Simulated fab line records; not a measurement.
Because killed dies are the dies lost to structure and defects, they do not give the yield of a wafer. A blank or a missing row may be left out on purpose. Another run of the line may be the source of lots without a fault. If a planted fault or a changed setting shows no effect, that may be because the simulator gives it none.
What tool caused it? / flow gf180mcu / 15 lots, 45 wafers sampled, at 7 steps of a route of 602

## WHAT EACH GAUGE READ, for each wafer
GF_V2_THK_MEAS_03.
lot=L304; measured=day 19 03:28; on=film_metro-02; V2_CVD_02_THK (nm)=849 858 865
lot=L305; measured=day 19 20:29; on=film_metro-03; V2_CVD_02_THK (nm)=850 845 855
lot=L306; measured=day 20 07:00; on=film_metro-04; V2_CVD_02_THK (nm)=836 839 855
lot=L308; measured=day 21 07:01; on=film_metro-02; V2_CVD_02_THK (nm)=834 835 838
lot=L309; measured=day 21 12:29; on=film_metro-03; V2_CVD_02_THK (nm)=833 853 836
lot=L310; measured=day 21 16:28; on=film_metro-02; V2_CVD_02_THK (nm)=841 853 858
lot=L313; measured=day 22 15:40; on=film_metro-02; V2_CVD_02_THK (nm)=838 828 860
lot=L314; measured=day 23 03:30; on=film_metro-02; V2_CVD_02_THK (nm)=824 830 855
lot=L317; measured=day 24 00:25; on=film_metro-02; V2_CVD_02_THK (nm)=838 839 521 839 839 521
lot=L318; measured=day 24 15:57; on=film_metro-02; V2_CVD_02_THK (nm)=847 853 516 848 852 516
lot=L319; measured=day 25 01:05; on=film_metro-02; V2_CVD_02_THK (nm)=826 852 525 826 852 526
lot=L321; measured=day 25 09:38; on=film_metro-04; V2_CVD_02_THK (nm)=855 848 874
lot=L322; measured=day 25 18:50; on=film_metro-03; V2_CVD_02_THK (nm)=857 852 860
lot=L324; measured=day 26 09:03; on=film_metro-04; V2_CVD_02_THK (nm)=844 834 851
lot=L327; measured=day 27 04:52; on=film_metro-02; V2_CVD_02_THK (nm)=845 838 854

GF_M3_THK_MEAS_06: measures by xrf.
lot=L304; measured=day 20 06:42; on=film_metro-01; M3_ALCU_THK (nm)=449 444 445
lot=L305; measured=day 20 23:40; on=film_metro-01; M3_ALCU_THK (nm)=453 449 448
lot=L306; measured=day 21 09:38; on=film_metro-02; M3_ALCU_THK (nm)=454 455 455
lot=L308; measured=day 22 08:46; on=film_metro-02; M3_ALCU_THK (nm)=448 452 453
lot=L309; measured=day 22 14:11; on=film_metro-03; M3_ALCU_THK (nm)=447 449 447
lot=L310; measured=day 22 18:36; on=film_metro-03; M3_ALCU_THK (nm)=459 455 455
lot=L313; measured=day 23 16:46; on=film_metro-01; M3_ALCU_THK (nm)=453 449 454
lot=L314; measured=day 24 04:32; on=film_metro-01; M3_ALCU_THK (nm)=440 442 441
lot=L317; measured=day 25 01:16; on=film_metro-03; M3_ALCU_THK (nm)=457 456 455
lot=L318; measured=day 25 15:54; on=film_metro-01; M3_ALCU_THK (nm)=456 455 457
lot=L319; measured=day 26 01:28; on=film_metro-03; M3_ALCU_THK (nm)=443 446 444
lot=L321; measured=day 26 09:32; on=film_metro-02; M3_ALCU_THK (nm)=450 457 452
lot=L322; measured=day 26 17:53; on=film_metro-03; M3_ALCU_THK (nm)=454 448 446
lot=L324; measured=day 27 07:52; on=film_metro-02; M3_ALCU_THK (nm)=452 451 460
lot=L327; measured=day 28 02:57; on=film_metro-02; M3_ALCU_THK (nm)=452 456 452

## WHAT TOOL EACH LOT RAN ON (gives the tool, then ch and the chambers of the sampled wafers, and finally the start)
lot=L304; GF_SALICIDE_RTA_06=rtp_anneal-01 ch 0, day 15 02:08; GF_V1_SPUTTER_21=pvd_sputter-04, day 18 01:54; GF_V2_CVD_02=pecvd-04 ch 1,2, day 19 03:23; GF_V2_CMP_04=cmp-01 ch 0,3, day 19 03:31; GF_V2_ETCH_17=rie_diel-04 ch 0,1,3, day 20 06:42 or earlier
lot=L305; GF_SALICIDE_RTA_06=rtp_anneal-01 ch 0, day 15 15:26; GF_V1_SPUTTER_21=pvd_sputter-02, day 18 18:07; GF_V2_CVD_02=pecvd-01 ch 0,2, day 19 20:24; GF_V2_CMP_04=cmp-02 ch 1,2,3, day 19 20:32; GF_V2_ETCH_17=rie_diel-04 ch 2,3, day 20 23:40 or earlier
lot=L306; GF_SALICIDE_RTA_06=rtp_anneal-01 ch 0, day 16 02:49; GF_V1_SPUTTER_21=pvd_sputter-02, day 19 03:49; GF_V2_CVD_02=pecvd-03 ch 0,1,2, day 20 06:56; GF_V2_CMP_04=cmp-02 ch 1,2,3, day 20 07:08; GF_V2_ETCH_17=rie_diel-02 ch 0,3, day 21 09:38 or earlier
lot=L308; GF_SALICIDE_RTA_06=rtp_anneal-02 ch 0, day 17 00:59; GF_V1_SPUTTER_21=pvd_sputter-04, day 20 04:46; GF_V2_CVD_02=pecvd-01 ch 0,1,2, day 21 06:56; GF_V2_CMP_04=cmp-02 ch 0,3, day 21 07:12; GF_V2_ETCH_17=rie_diel-04 ch 1,2, day 22 08:46 or earlier
lot=L309; GF_SALICIDE_RTA_06=rtp_anneal-01 ch 0, day 17 05:28; GF_V1_SPUTTER_21=pvd_sputter-02, day 20 10:28; GF_V2_CVD_02=pecvd-01 ch 0,1, day 21 12:24; GF_V2_CMP_04=cmp-01 ch 1,2, day 21 12:35; GF_V2_ETCH_17=rie_diel-01 ch 0,3, day 22 14:11 or earlier
lot=L310; GF_SALICIDE_RTA_06=rtp_anneal-02 ch 0, day 17 09:45; GF_V1_SPUTTER_21=pvd_sputter-03, day 20 14:51; GF_V2_CVD_02=pecvd-03 ch 1,2, day 21 16:23; GF_V2_CMP_04=cmp-02 ch 1,2,3, day 21 16:31; GF_V2_ETCH_17=rie_diel-01 ch 1,2,3, day 22 18:36 or earlier
lot=L313; GF_SALICIDE_RTA_06=rtp_anneal-02 ch 0, day 18 09:38; GF_V1_SPUTTER_21=pvd_sputter-03, day 21 14:31; GF_V2_CVD_02=pecvd-01 ch 0,1,2, day 22 15:36; GF_V2_CMP_04=cmp-01 ch 0,1,3, day 22 15:47; GF_V2_ETCH_17=rie_diel-01 ch 0,1,3, day 23 16:46 or earlier
lot=L314; GF_SALICIDE_RTA_06=rtp_anneal-02 ch 0, day 18 21:11; GF_V1_SPUTTER_21=pvd_sputter-02, day 22 02:49; GF_V2_CVD_02=pecvd-01 ch 0,1, day 23 03:26; GF_V2_CMP_04=cmp-01 ch 0,1,2, day 23 03:37; GF_V2_ETCH_17=rie_diel-02 ch 0,2, day 24 04:32 or earlier
lot=L317; GF_SALICIDE_RTA_06=rtp_anneal-02 ch 0, day 19 19:50; GF_V1_SPUTTER_21=pvd_sputter-02, day 23 00:17; GF_V2_CVD_02=pecvd-03 ch 1,2, day 24 00:21; GF_V2_CMP_04=cmp-02 ch 0,2,3, day 24 12:55; GF_V2_ETCH_17=rie_diel-01 ch 2,3, day 25 01:16 or earlier
lot=L318; GF_SALICIDE_RTA_06=rtp_anneal-02 ch 0, day 20 13:20; GF_V1_SPUTTER_21=pvd_sputter-03, day 23 16:22; GF_V2_CVD_02=pecvd-03 ch 0,1,2, day 24 15:53; GF_V2_CMP_04=cmp-01 ch 2,3, day 25 00:20; GF_V2_ETCH_17=rie_diel-02 ch 0,2, day 25 15:54 or earlier
lot=L319; GF_SALICIDE_RTA_06=rtp_anneal-02 ch 0, day 20 22:04; GF_V1_SPUTTER_21=pvd_sputter-04, day 24 00:42; GF_V2_CVD_02=pecvd-03 ch 0,2, day 25 01:00; GF_V2_CMP_04=cmp-01 ch 0,1,3, day 25 03:55; GF_V2_ETCH_17=rie_diel-02 ch 0,2,3, day 26 01:28 or earlier
lot=L321; GF_SALICIDE_RTA_06=rtp_anneal-02 ch 0, day 21 07:38; GF_V1_SPUTTER_21=pvd_sputter-02, day 24 09:03; GF_V2_CVD_02=pecvd-04 ch 0,2, day 25 09:34; GF_V2_CMP_04=cmp-01 ch 0,1,2, day 25 09:42; GF_V2_ETCH_17=rie_diel-01 ch 1,2,3, day 26 09:32 or earlier
lot=L322; GF_SALICIDE_RTA_06=rtp_anneal-02 ch 0, day 21 18:26; GF_V1_SPUTTER_21=pvd_sputter-04, day 24 19:08; GF_V2_CVD_02=pecvd-04 ch 0,2, day 25 18:45; GF_V2_CMP_04=cmp-02 ch 0,1, day 25 18:53; GF_V2_ETCH_17=rie_diel-02 ch 0,3, day 26 17:53 or earlier
lot=L324; GF_SALICIDE_RTA_06=rtp_anneal-02 ch 0, day 22 10:50; GF_V1_SPUTTER_21=pvd_sputter-03, day 25 10:16; GF_V2_CVD_02=pecvd-01 ch 0,1,2, day 26 08:58; GF_V2_CMP_04=cmp-02 ch 0,2,3, day 26 09:09; GF_V2_ETCH_17=rie_diel-01 ch 0,1, day 27 07:52 or earlier
lot=L327; GF_SALICIDE_RTA_06=rtp_anneal-02 ch 0, day 23 07:59; GF_V1_SPUTTER_21=pvd_sputter-04, day 26 06:23; GF_V2_CVD_02=pecvd-01 ch 0,1, day 27 04:47; GF_V2_CMP_04=cmp-02 ch 1,2,3, day 27 04:55; GF_V2_ETCH_17=rie_diel-01 ch 1,2,3, day 28 02:57 or earlier
- GF_SALICIDE_RTA_06: time 30 s.
- GF_V1_SPUTTER_21: material Ti, target thk 15 nm, time 80.02 s.
- GF_V2_CVD_02: deposits SiO2 from TEOS, target thk 850 nm, time 94.851 s.
- GF_V2_CMP_04: polishes SiO2.
- GF_V2_ETCH_17: etches SiO2 in C4F8/O2/Ar, stops on TiN, target depth 630 nm.

## AS READ BY THE TOOLS THEMSELVES (means over the sampled wafers that have a number; for cases with no such wafer, the mark the record gives instead)
GF_SALICIDE_RTA_06.
lot=L304; tool=rtp_anneal-01; lamp_power_pct (%)=6.16; wafer_temp_C_max=532.4
lot=L305; tool=rtp_anneal-01; lamp_power_pct (%)=6.17; wafer_temp_C_max=532.2
lot=L306; tool=rtp_anneal-01; lamp_power_pct (%)=6.17; wafer_temp_C_max=532.3
lot=L308; tool=rtp_anneal-02; lamp_power_pct (%)=6.61; wafer_temp_C_max=532.7
lot=L309; tool=rtp_anneal-01; lamp_power_pct (%)=6.16; wafer_temp_C_max=532.4
lot=L310; tool=rtp_anneal-02; lamp_power_pct (%)=6.61; wafer_temp_C_max=533.5
lot=L313; tool=rtp_anneal-02; lamp_power_pct (%)=6.61; wafer_temp_C_max=532.5
lot=L314; tool=rtp_anneal-02; lamp_power_pct (%)=6.61; wafer_temp_C_max=532.9
lot=L317; tool=rtp_anneal-02; lamp_power_pct (%)=6.60; wafer_temp_C_max=532.5
lot=L318; tool=rtp_anneal-02; lamp_power_pct (%)=6.60; wafer_temp_C_max=532.7
lot=L319; tool=rtp_anneal-02; lamp_power_pct (%)=6.60; wafer_temp_C_max=533.1
lot=L321; tool=rtp_anneal-02; lamp_power_pct (%)=6.60; wafer_temp_C_max=533.4
lot=L322; tool=rtp_anneal-02; lamp_power_pct (%)=6.60; wafer_temp_C_max=532.8
lot=L324; tool=rtp_anneal-02; lamp_power_pct (%)=6.60; wafer_temp_C_max=532.3
lot=L327; tool=rtp_anneal-02; lamp_power_pct (%)=6.61; wafer_temp_C_max=532.7

GF_V1_SPUTTER_21.
lot=L304; tool=pvd_sputter-04; substrate_temp_c (C)=200.03; throttle_valve_pct (%)=29.4
lot=L305; tool=pvd_sputter-02; substrate_temp_c (C)=200.06; throttle_valve_pct (%)=31.1
lot=L306; tool=pvd_sputter-02; substrate_temp_c (C)=200.11; throttle_valve_pct (%)=31.2
lot=L308; tool=pvd_sputter-04; substrate_temp_c (C)=200.04; throttle_valve_pct (%)=28.9
lot=L309; tool=pvd_sputter-02; substrate_temp_c (C)=199.83; throttle_valve_pct (%)=31.1
lot=L310; tool=pvd_sputter-03; substrate_temp_c (C)=199.96; throttle_valve_pct (%)=30.0
lot=L313; tool=pvd_sputter-03; substrate_temp_c (C)=200.11; throttle_valve_pct (%)=30.0
lot=L314; tool=pvd_sputter-02; substrate_temp_c (C)=200.00; throttle_valve_pct (%)=30.0
lot=L317; tool=pvd_sputter-02; substrate_temp_c (C)=199.92; throttle_valve_pct (%)=30.7
lot=L318; tool=pvd_sputter-03; substrate_temp_c (C)=199.93; throttle_valve_pct (%)=30.2
lot=L319; tool=pvd_sputter-04; substrate_temp_c (C)=200.13; throttle_valve_pct (%)=28.9
lot=L321; tool=pvd_sputter-02; substrate_temp_c (C)=199.90; throttle_valve_pct (%)=30.5
lot=L322; tool=pvd_sputter-04; substrate_temp_c (C)=199.98; throttle_valve_pct (%)=29.5
lot=L324; tool=pvd_sputter-03; substrate_temp_c (C)=200.08; throttle_valve_pct (%)=29.8
lot=L327; tool=pvd_sputter-04; substrate_temp_c (C)=200.07; throttle_valve_pct (%)=29.5

GF_V2_CVD_02.
lot=L304; tool=pecvd-04; heater_power_w (W)=596
lot=L305; tool=pecvd-01; heater_power_w (W)=532
lot=L306; tool=pecvd-03; heater_power_w (W)=765
lot=L308; tool=pecvd-01; heater_power_w (W)=589
lot=L309; tool=pecvd-01; heater_power_w (W)=627
lot=L310; tool=pecvd-03; heater_power_w (W)=749
lot=L313; tool=pecvd-01; heater_power_w (W)=627
lot=L314; tool=pecvd-01; heater_power_w (W)=612
lot=L317; tool=pecvd-03; heater_power_w (W)=746
lot=L318; tool=pecvd-03; heater_power_w (W)=794
lot=L319; tool=pecvd-03; heater_power_w (W)=811
lot=L321; tool=pecvd-04; heater_power_w (W)=565
lot=L322; tool=pecvd-04; heater_power_w (W)=537
lot=L324; tool=pecvd-01; heater_power_w (W)=601
lot=L327; tool=pecvd-01; heater_power_w (W)=629

GF_V2_CMP_04.
lot=L304; tool=cmp-01; motor_current_A (A)=11.2; time_to_endpoint_s (s)=85
lot=L305; tool=cmp-02; motor_current_A (A)=11.7; time_to_endpoint_s (s)=81
lot=L306; tool=cmp-02; motor_current_A (A)=11.7; time_to_endpoint_s (s)=81
lot=L308; tool=cmp-02; motor_current_A (A)=11.5; time_to_endpoint_s (s)=72
lot=L309; tool=cmp-01; motor_current_A (A)=12.0; time_to_endpoint_s (s)=76
lot=L310; tool=cmp-02; motor_current_A (A)=12.0; time_to_endpoint_s (s)=81
lot=L313; tool=cmp-01; motor_current_A (A)=12.0; time_to_endpoint_s (s)=81
lot=L314; tool=cmp-01; motor_current_A (A)=12.3; time_to_endpoint_s (s)=79
lot=L317; tool=cmp-02; motor_current_A (A)=12.2; time_to_endpoint_s (s)=66
lot=L318; tool=cmp-01; motor_current_A (A)=10.3; time_to_endpoint_s (s)=67
lot=L319; tool=cmp-01; motor_current_A (A)=12.1; time_to_endpoint_s (s)=65
lot=L321; tool=cmp-01; motor_current_A (A)=12.4; time_to_endpoint_s (s)=90
lot=L322; tool=cmp-02; motor_current_A (A)=11.1; time_to_endpoint_s (s)=74
lot=L324; tool=cmp-02; motor_current_A (A)=11.8; time_to_endpoint_s (s)=78
lot=L327; tool=cmp-02; motor_current_A (A)=11.7; time_to_endpoint_s (s)=81

GF_V2_ETCH_17.
lot=L304; tool=rie_diel-04; oes_product_au (a.u.)=0.855
lot=L305; tool=rie_diel-04; oes_product_au (a.u.)=0.859
lot=L306; tool=rie_diel-02; oes_product_au (a.u.)=0.853
lot=L308; tool=rie_diel-04; oes_product_au (a.u.)=0.853
lot=L309; tool=rie_diel-01; oes_product_au (a.u.)=0.856
lot=L310; tool=rie_diel-01; oes_product_au (a.u.)=0.856
lot=L313; tool=rie_diel-01; oes_product_au (a.u.)=0.860
lot=L314; tool=rie_diel-02; oes_product_au (a.u.)=0.859
lot=L317; tool=rie_diel-01; oes_product_au (a.u.)=0.824
lot=L318; tool=rie_diel-02; oes_product_au (a.u.)=0.828
lot=L319; tool=rie_diel-02; oes_product_au (a.u.)=0.827
lot=L321; tool=rie_diel-01; oes_product_au (a.u.)=0.855
lot=L322; tool=rie_diel-02; oes_product_au (a.u.)=0.854
lot=L324; tool=rie_diel-01; oes_product_au (a.u.)=0.854
lot=L327; tool=rie_diel-01; oes_product_au (a.u.)=0.853

## THE ANSWER, worked out from the rows above alone
Rule: what is usual is taken from the lots themselves. The widest of any qualifying gaps counts: lots, ordered by their means at a reading, are off when they make up no more than a third of the lots, leave a main group of 4 or more, and stand apart from it by 3 or more times the standard deviation of that group's means. Not used: any main group whose means are identical at the precision the tables above print for the reading. A lot without any number at a reading at which 4 lots or more have one is off too. All remaining lots with rows at the step are treated as sound. First the gauges in route order, then the tools' own readings, where a lot's mean is used as printed above. The first step at which some lot is off is used, and at that step the reading that is off furthest; a lot without a number counts as furthest.
Off: L317, L318, L319, seen at GF_V2_THK_MEAS_03 (V2_CVD_02_THK). For the main group the mean is 847 nm and the standard deviation 7.6.
If a tool, at a process step before that reading, ran all the lots that are off and no sound lot after the first of them, it fits. Not tried: the gauges at GF_V2_THK_MEAS_03; whatever is off there is also off at GF_V2_CVD_02, on other tools, and gauge error can't account for it. One fits: GF_V2_CVD_02 on pecvd-03. Its last sound lot is L310 (day 21 16:23), its first lot that is off L317 (day 24 00:21): a fault that began between those two fits.

## WHAT HAD BEEN PUT IN BY THE SIMULATOR
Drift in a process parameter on pecvd-03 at GF_V2_CVD_02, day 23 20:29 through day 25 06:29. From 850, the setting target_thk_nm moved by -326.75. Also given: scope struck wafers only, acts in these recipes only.
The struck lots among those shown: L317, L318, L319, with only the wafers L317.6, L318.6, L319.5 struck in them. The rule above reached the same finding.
